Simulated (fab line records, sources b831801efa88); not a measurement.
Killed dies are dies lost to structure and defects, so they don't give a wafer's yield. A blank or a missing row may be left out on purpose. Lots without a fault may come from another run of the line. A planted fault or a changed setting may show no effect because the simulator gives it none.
fab line records | flow sky130
record lots=13 wafers=39 last_day=50
route steps=708 shown FIELD_ISO@20 VIA4@640 PAD_OPEN@702
lots that met no fault: from a run of the same line without faults
start_h: hours from the record's first day to the start of the lot's first wafer shown | wait_h: hours since the lot's step before | " the same as in the row above | L1.1+2: a row that stands for several wafers | - no value, or no start given | * or withheld: withheld | < > ~ a bound
route shown NAME@n: a module of which the file shows steps, and the number in the route of the first | usual: mean/standard deviation of fault-free wafers | same: alike in all rows | chamber/n: place in a boat | sites: the reading at each site | _std_site: their standard deviation | _edge_site: outer sites' mean less inner sites' | radius_mm: how far each site lies from the wafer's centre | mask NAME#n: copy n | behind: the tool/chamber that last shaped the wafer | hold: why the lot was held/for how many hours/how that ended | device: the transistor (n, p or np) that didn't switch | end of line: the same wafers' tests at the end of the route | a step without rows: its recipe alone | killed: dies lost to structure and defects at the first sort, not the wafer's yield | map: a wafer's dies, x killed, . not, _ none there
set.NAME: the setting as run; set.NAME@STEP: as run at that earlier step | model.NAME: the simulator's own value behind a step, which no gauge read
steps of the route over a sample of lots; a table a step, a row a wafer
services: from which hour (start_h, from the record's first day; less than 0 if before it) a tool's chamber was out of use, for how many hours, and why
## steps
# step SKY_FIELD_ISO_CLEAN_19
# recipe chemistry=SC1/SC2 mix=1:4:20 temp_c=70 time_s=150
# columns lot.wafer tool chamber start_h wait_h
L190.1+3+5 wet_bench-02 3 28.89 0.0
L191.4+5+6 wet_bench-01 3 34.59 0.0
L192.2+4+5 wet_bench-02 0 39.89 0.0
L193.2+3+6 wet_bench-02 0 44.39 0.0
L195.3+4+6 wet_bench-02 0 55.94 0.0
L197.1+5+6 wet_bench-04 3 64.72 0.0
L198.1+2+5 wet_bench-02 0 70.24 0.0
L204.1+2+4 wet_bench-01 0 104.34 0.0
L205.2+4+5 wet_bench-04 3 108.29 0.0
L209.1+5+6 wet_bench-02 0 127.92 0.0
L210.3+4+5 wet_bench-02 3 133.09 0.0
L211.1+3+6 wet_bench-01 2 141.12 0.0
L213.1+2+3 wet_bench-02 3 148.27 0.0
# step SKY_VIA4_THK_MEAS_01
# recipe reads=SiO2_of_VIA4_HDPCVD_00
# usual VIA4_HDPCVD_THK=1732/17
# columns lot.wafer tool chamber start_h wait_h VIA4_HDPCVD_THK[nm]
L190.1 film_metro-03 - 961.18 0.1 1703
L190.3 " - " " 1719
L190.5 " - " " 1726
L191.4 film_metro-01 - 971.98 0.0 1732
L191.5 " - " " 1763
L191.6 " - " " 1733
L192.2 film_metro-04 - 979.98 0.2 1727
L192.4 " - " " 1723
L192.5 " - " " 1700
L193.2 film_metro-04 - 990.24 0.2 1718
L193.3 " - " " 1726
L193.6 " - " " 1730
L195.3 film_metro-03 - 1018.25 0.1 1718
L195.4 " - " " 1721
L195.6 " - " " 1731
L197.1 film_metro-04 - 1028.53 0.1 1717
L197.5 " - " " 1705
L197.6 " - " " 1732
L198.1 film_metro-03 - 1035.13 0.1 1756
L198.2 " - " " 1751
L198.5 " - " " 1765
L204.1 film_metro-04 - 1065.58 0.1 1712
L204.2 " - " " 1755
L204.4 " - " " 1755
L205.2 film_metro-03 - 1092.36 0.1 1737
L205.4 " - " " 1719
L205.5 " - " " 1721
L209.1 film_metro-01 - 1100.17 0.1 1724
L209.5 " - " " 1714
L209.6 " - " " 1734
L210.3 film_metro-04 - 1115.19 0.1 1727
L210.4 " - " " 1726
L210.5 " - " " 1746
L211.1 film_metro-04 - 1127.99 0.1 1730
L211.3 " - " " 1722
L211.6 " - " " 1719
L213.1 film_metro-03 - 1132.28 0.1 1737
L213.2 " - " " 1729
L213.3 " - " " 1749
# step SKY_VIA4_ETCH_12
# recipe target=SiO2 chemistry=C4F8/O2/Ar stop_on=TiN mask_material=NOVOLAK source_w=1500 bias_w=1200 pressure_mtorr=40 c4f8_flow_sccm=withheld O2_flow_sccm=6 Ar_flow_sccm=300 time_s=withheld target_depth_a=5800
# usual oes_product_au=0.926/0.0047
# columns lot.wafer tool chamber start_h wait_h oes_product_au
L190.1 rie_diel-02 1 985.00 0.0 0.932
L190.3 " 3 " " 0.927
L190.5 " 0 " " 0.926
L191.4 rie_diel-04 0 995.35 0.0 0.927
L191.5 " 3 " " 0.918
L191.6 " 2 " " 0.932
L192.2 rie_diel-03 2 1003.45 0.0 0.918
L192.4 " 0 " " 0.928
L192.5 " 0 " " 0.923
L193.2 rie_diel-04 3 1013.91 0.0 0.927
L193.3 " 0 " " 0.932
L193.6 " 3 " " 0.922
L195.3 rie_diel-04 3 1040.75 0.0 0.931
L195.4 " 1 " " 0.926
L195.6 " 0 " " 0.932
L197.1 rie_diel-04 2 1050.75 0.0 0.922
L197.5 " 1 " " 0.921
L197.6 " 2 " " 0.914
L198.1 rie_diel-02 1 1056.05 0.0 0.924
L198.2 " 0 " " 0.927
L198.5 " 1 " " 0.922
L204.1 rie_diel-02 2 1086.55 0.0 0.920
L204.2 " 3 " " 0.926
L204.4 " 1 " " 0.924
L205.2 rie_diel-04 1 1112.90 0.0 0.928
L205.4 " 2 " " 0.922
L205.5 " 0 " " 0.921
L209.1 rie_diel-02 2 1121.11 0.0 0.919
L209.5 " 0 " " 0.931
L209.6 " 3 " " 0.925
L210.3 rie_diel-04 0 1134.75 0.0 0.934
L210.4 " 1 " " 0.921
L210.5 " 1 " " 0.922
L211.1 rie_diel-04 2 1146.16 0.0 0.926
L211.3 " 3 " " 0.923
L211.6 " 0 " " 0.924
L213.1 rie_diel-03 2 1150.56 0.0 0.937
L213.2 " 1 " " 0.919
L213.3 " 0 " " 0.919
# step SKY_PAD_OPEN_STRIP_08
# recipe chemistry=O2/N2 power_w=1400 pressure_mtorr=1500 platen_temp_c=withheld overash_fraction=0.7 o2_flow_sccm=3000 n2_flow_sccm=300
# usual drypump_motor_current_A=5.9/0.41 oes_product_au=0.663/0.0044 strip_time_to_endpoint_s=37.09/0.11
# columns lot.wafer tool chamber start_h wait_h drypump_motor_current_A oes_product_au rf_hours_counter_h strip_time_to_endpoint_s
L190.1 plasma_asher-02 0 1054.44 0.1 5.9 0.654 63 37.09
L190.3 " 1 " " 6.1 0.658 - 36.99
L190.5 " 0 " " 5.9 0.664 - 36.97
L191.4 plasma_asher-04 1 1064.21 0.1 5.9 0.646 - 36.96
L191.5 " 0 " " 5.6 0.668 - 36.99
L191.6 " 1 " " 5.9 0.659 - 37.01
L192.2 plasma_asher-03 0 1071.04 0.1 5.4 0.660 93 37.06
L192.4 " 1 " " 6.4 0.655 - 37.03
L192.5 " 0 " " 5.4 0.658 - 36.97
L193.2 plasma_asher-03 1 1081.12 0.1 6.4 0.657 94 37.12
L193.3 " 0 " " 5.4 0.660 - 36.96
L193.6 " 0 " " 5.4 0.662 - 37.09
L195.3 plasma_asher-04 1 1104.78 0.1 5.9 0.664 - 37.20
L195.4 " 0 " " 5.6 0.659 - 37.12
L195.6 " 1 " " 5.9 0.660 - 37.10
L197.1 plasma_asher-02 0 1115.14 0.1 5.9 0.667 69 37.31
L197.5 " 0 " " 5.8 0.661 - 37.30
L197.6 " 1 " " 6.1 0.665 - 37.26
L198.1 plasma_asher-04 0 1118.97 0.1 5.6 0.667 37 37.09
L198.2 " 1 " " 5.9 0.663 37 37.00
L198.5 " 0 " " 5.6 0.668 - 37.08
L204.1 plasma_asher-03 0 1146.72 0.1 5.4 0.665 100 37.00
L204.2 " 1 " " 6.4 0.665 100 37.11
L204.4 " 1 " " 6.4 0.668 - 37.18
L205.2 plasma_asher-02 0 1170.72 0.1 5.8 0.670 74 37.00
L205.4 " 0 " " 5.8 0.661 - 37.09
L205.5 " 1 " " 6.1 0.662 - 37.13
L209.1 plasma_asher-03 1 1177.34 0.1 6.5 0.669 103 36.94
L209.5 " 1 " " 6.4 0.663 - 37.01
L209.6 " 0 " " 5.4 0.662 - 36.86
L210.3 plasma_asher-03 1 1187.86 0.1 6.4 0.663 - 36.88
L210.4 " 0 " " 5.4 0.670 - 37.01
L210.5 " 1 " " 6.4 0.654 - 37.03
L211.1 plasma_asher-04 0 1198.83 0.1 5.6 0.670 45 37.04
L211.3 " 1 " " 5.9 0.662 - 37.01
L211.6 " 1 " " 5.9 0.665 - 37.09
L213.1 plasma_asher-03 0 1202.17 0.1 5.4 0.660 106 37.02
L213.2 " 1 " " 6.4 0.662 106 37.10
L213.3 " 1 " " 6.4 0.659 - 37.06
# step SKY_PAD_OPEN_PROBE_99
# usual killed_at_M0_to_M3=43/6.6 killed_at_M4_up=3.1/1.6 killed_at_contacts=23/5.6 killed_at_front_end=15/4.2 killed_at_other=0.2/0.43 killed_dies=85/9.3 killed_on_rim=17/3.6 killed_open=46/6.6 killed_short=39/6.2
# same gross_dies=492 killed_at_back_side=0
# columns lot.wafer tool chamber start_h wait_h killed_at_M0_to_M3 killed_at_M4_up killed_at_contacts killed_at_front_end killed_at_other killed_dies killed_on_rim killed_open killed_short
L193.2 prober-02 - 1083.38 0.1 44 4 25 14 0 87 17 42 45
L193.3 prober-02 - 1083.43 0.2 54 9 21 8 0 92 22 50 42
L193.6 prober-02 - 1083.58 0.2 43 3 25 10 2 83 14 48 35
L195.3 prober-02 - 1107.06 0.2 41 0 25 61 0 127 24 49 33
L195.4 prober-02 - 1107.11 0.2 43 2 20 70 0 135 30 51 38
L195.6 prober-02 - 1107.21 0.2 48 3 25 59 0 135 26 48 41
L198.1 prober-01 - 1121.18 0.1 42 3 20 52 0 117 24 33 41
L198.2 prober-01 - 1121.23 0.1 30 1 30 56 0 117 23 38 32
L198.5 prober-01 - 1121.38 0.2 34 4 23 55 0 116 28 40 31
L205.2 prober-01 - 1172.98 0.1 37 3 19 13 0 72 10 45 27
L205.4 prober-01 - 1173.08 0.2 45 3 18 15 0 81 11 43 38
L205.5 prober-01 - 1173.13 0.2 30 4 31 18 0 83 16 40 43
L210.3 prober-01 - 1190.17 0.2 40 3 34 14 0 91 18 53 38
L210.4 prober-01 - 1190.22 0.2 38 1 17 14 1 71 15 29 42
L210.5 prober-01 - 1190.27 0.2 44 3 19 16 2 84 22 50 34
# killed by level:class
L193.2 CONTACT:geometric_particle:open=13 VIA2:geometric_particle:open=7 METAL1:geometric_particle:short=6 VIA1:geometric_particle:open=6 VIA2:geometric_particle:short=6 FIELD_ISO:geometric_particle:short=5 LI_CONTACT:geometric_particle:short=5 VIA3:geometric_particle:open=5
L193.3 VIA3:geometric_particle:open=10 VIA1:geometric_particle:open=10 METAL2:geometric_particle:short=7 VIA2:geometric_particle:open=7 LI_CONTACT:geometric_particle:open=6 VIA3:geometric_particle:short=6 METAL4:geometric_particle:short=6 CONTACT:geometric_particle:open=5
L193.6 VIA2:geometric_particle:open=11 CONTACT:geometric_particle:open=9 LI_CONTACT:geometric_particle:open=7 VIA1:geometric_particle:open=6 VIA3:geometric_particle:open=5 METAL2:geometric_particle:short=5 METAL1:geometric_particle:short=4 FIELD_ISO:geometric_particle:short=3
L195.3 FIELD_ISO:unspecified=45 VIA1:geometric_particle:open=11 CONTACT:geometric_particle:open=9 LI_CONTACT:geometric_particle:open=8 METAL1:geometric_particle:short=6 VIA2:geometric_particle:open=6 POLY_GATE:geometric_particle:short=5 VIA2:geometric_particle:short=5
L195.4 FIELD_ISO:unspecified=46 VIA1:geometric_particle:open=11 VIA3:geometric_particle:open=7 FIELD_ISO:geometric_particle:open=6 VIA2:geometric_particle:open=6 POLY_GATE:geometric_particle:short=5 CONTACT:geometric_particle:short=5 CONTACT:geometric_particle:open=5
L195.6 FIELD_ISO:unspecified=46 VIA1:geometric_particle:open=12 VIA3:geometric_particle:open=10 CONTACT:geometric_particle:open=7 METAL2:geometric_particle:short=7 LI_CONTACT:geometric_particle:open=6 METAL1:geometric_particle:short=5 LI_CONTACT:geometric_particle:short=4
L198.1 FIELD_ISO:unspecified=43 VIA3:geometric_particle:open=8 VIA1:geometric_particle:open=6 VIA1:geometric_particle:short=6 METAL2:geometric_particle:short=6 VIA2:geometric_particle:open=5 LOCAL_INTERCONNECT:geometric_particle:short=5 CONTACT:geometric_particle:short=5
L198.2 FIELD_ISO:unspecified=47 LI_CONTACT:geometric_particle:open=14 CONTACT:geometric_particle:open=7 METAL2:geometric_particle:short=6 VIA3:geometric_particle:open=5 VIA1:geometric_particle:open=5 LOCAL_INTERCONNECT:geometric_particle:short=4 METAL1:geometric_particle:short=4
L198.5 FIELD_ISO:unspecified=45 VIA1:geometric_particle:open=10 CONTACT:geometric_particle:open=8 VIA2:geometric_particle:open=8 LOCAL_INTERCONNECT:geometric_particle:short=5 CONTACT:geometric_particle:short=5 FIELD_ISO:geometric_particle:short=4 LI_CONTACT:geometric_particle:open=4
L205.2 LI_CONTACT:geometric_particle:open=9 FIELD_ISO:geometric_particle:open=8 VIA1:geometric_particle:open=8 VIA2:geometric_particle:open=8 METAL2:geometric_particle:short=5 VIA3:geometric_particle:short=5 CONTACT:geometric_particle:open=4 VIA3:geometric_particle:open=4
L205.4 VIA1:geometric_particle:open=12 VIA3:geometric_particle:open=9 CONTACT:geometric_particle:open=6 CONTACT:geometric_particle:short=6 VIA1:geometric_particle:short=6 FIELD_ISO:geometric_particle:short=4 METAL2:geometric_particle:short=4 VIA2:geometric_particle:short=4
L205.5 CONTACT:geometric_particle:open=9 VIA1:geometric_particle:open=9 POLY_GATE:geometric_particle:short=7 LI_CONTACT:geometric_particle:open=6 LOCAL_INTERCONNECT:geometric_particle:short=6 CONTACT:geometric_particle:short=5 SPACER:geometric_particle:short=4 METAL2:geometric_particle:short=4
L210.3 LI_CONTACT:geometric_particle:open=11 VIA1:geometric_particle:open=11 FIELD_ISO:geometric_particle:open=8 CONTACT:geometric_particle:open=8 LOCAL_INTERCONNECT:geometric_particle:short=6 METAL1:geometric_particle:short=6 VIA2:geometric_particle:open=6 CONTACT:geometric_particle:short=5
L210.4 LI_CONTACT:geometric_particle:open=7 METAL2:geometric_particle:short=7 POLY_GATE:geometric_particle:short=5 METAL1:geometric_particle:short=5 VIA3:geometric_particle:open=5 FIELD_ISO:geometric_particle:short=4 CONTACT:geometric_particle:open=4 VIA2:geometric_particle:open=4
L210.5 VIA1:geometric_particle:open=10 CONTACT:geometric_particle:open=9 VIA3:geometric_particle:open=7 VIA1:geometric_particle:short=6 FIELD_ISO:geometric_particle:open=5 LI_CONTACT:geometric_particle:open=5 METAL2:geometric_particle:short=5 FIELD_ISO:geometric_particle:short=4
## services
# columns tool chamber start_h hours kind
rie_diel-04 - 55.39 44.3 repair
rie_diel-04 2 68.48 8.8 repair
rie_diel-04 3 91.65 1.6 repair
plasma_asher-03 - 108.75 9.0 pm
plasma_asher-03 - 173.69 13.6 repair
rie_diel-04 - 202.94 2.6 repair
wet_bench-02 - 215.99 1.0 repair
rie_diel-04 3 224.47 2.5 repair
plasma_asher-03 - 278.06 2.0 repair
plasma_asher-03 - 288.80 1.2 repair
plasma_asher-03 - 299.98 2.8 pm
rie_diel-04 1 309.19 4.5 repair
wet_bench-02 - 328.24 1.9 repair
rie_diel-04 - 337.86 1.2 repair
rie_diel-04 0 405.02 11.4 repair
rie_diel-04 3 512.28 4.7 repair
rie_diel-04 2 518.61 6.2 repair
rie_diel-04 0 560.67 1.7 repair
rie_diel-04 2 577.04 1.6 repair
rie_diel-04 0 792.53 35.1 repair
rie_diel-04 0 859.97 1.6 repair
rie_diel-04 1 976.62 16.8 repair
rie_diel-04 2 978.34 9.4 repair
rie_diel-04 - 1001.71 2.8 pm
## key
first_sign step=SKY_PAD_OPEN_PROBE_99 reading=killed_at_front_end direction=up sigmas=10 usual=15 struck=59
effect step=SKY_PAD_OPEN_PROBE_99 reading=killed_dies direction=up sigmas=4.2 usual=85 struck=124
met_at SKY_FIELD_ISO_CLEAN_19
struck_lots L195,L198
tester_left_out L195,L198
not_acting_at SKY_VIA4_THK_MEAS_01,SKY_VIA4_ETCH_12,SKY_PAD_OPEN_STRIP_08
onset_between 44.39 55.94
fault kind=chamber_particle_source tool=wet_bench-02 chamber=- onset_h=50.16 steps=SKY_FIELD_ISO_CLEAN_19 rate_per_visit_cm2=1.222 end_h=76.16
# tester_left_out: of these lots the tester's yield and bins aren't shown, on N5 and GAA mostly nor the transistor test; their killed dies are dies lost to structure and defects alone, not to doping, threshold or leakage, so they don't give the yield
